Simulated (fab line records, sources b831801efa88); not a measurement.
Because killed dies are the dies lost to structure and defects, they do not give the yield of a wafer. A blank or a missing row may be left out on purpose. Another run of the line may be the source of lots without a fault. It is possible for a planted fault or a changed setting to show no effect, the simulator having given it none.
Chamber matching + flow gf180mcu + 4 sister chambers for GF_POLY_GATE_ETCH_13 on rie_si-01
The step etches poly-Si in HBr/Cl2, stops on SiO2, target depth 198.5 nm, time 69.6 s. 8 wafers are shown with their chamber, then 8 later ones without.

WAFERS PAIRED WITH THEIR CHAMBERS
| wafer  | chamber | drypump_motor_current_A (A) | run_length_s (s) |
|--------|---------|-----------------------------|------------------|
| L399.5 | 1       | 5.5                         | 98.0             |
| L400.5 | 2       | 5.2                         | 98.2             |
| L403.2 | 2       | 5.3                         | 98.5             |
| L407.5 | 0       | 5.7                         | 98.4             |
| L417.2 | 0       | 5.7                         | 98.9             |
| L417.4 | 1       | 5.5                         | 98.5             |
| L417.5 | 3       | 5.5                         | 97.3             |
| L418.1 | 3       | 5.4                         | 96.9             |

WAFERS WHOSE CHAMBER IS MISSING
| wafer  | drypump_motor_current_A (A) | run_length_s (s) |
|--------|-----------------------------|------------------|
| L418.2 | 5.7                         | 98.4             |
| L418.5 | 5.5                         | 98.2             |
| L420.1 | 5.7                         | 98.4             |
| L420.3 | 5.3                         | 98.4             |
| L420.6 | 5.5                         | 98.0             |
| L421.1 | 5.7                         | 98.3             |
| L421.5 | 5.2                         | 98.8             |
| L421.6 | 5.8                         | 98.6             |

CHAMBER TAKEN BY EACH
| wafer  | from the rows above | in truth |
|--------|---------------------|----------|
| L418.2 | 0                   | 0        |
| L418.5 | 1                   | 1        |
| L420.1 | 0                   | 0        |
| L420.3 | 2                   | 2        |
| L420.6 | 1                   | 1        |
| L421.1 | 0                   | 0        |
| L421.5 | 2                   | 2        |
| L421.6 | 0                   | 0        |
Correct placement for 8 of the 8. Left unplaced by these rows: 0. 0 placed wrongly.
How it was worked out, from the rows above alone: a wafer's distance from a chamber is the root of the sum, over the readings, of the square of ((its reading less the chamber's mean) divided by the reading's scatter). If the next closest chamber is less than 2 further off than the closest, the wafer can't be placed; otherwise it belongs to the closest. For every chamber, the mean is computed from those of its wafers that are shown. The scatter is the square root of a quotient: the sum, over the shown wafers, of each reading's squared deviation from its chamber's mean, divided by wafers minus chambers.
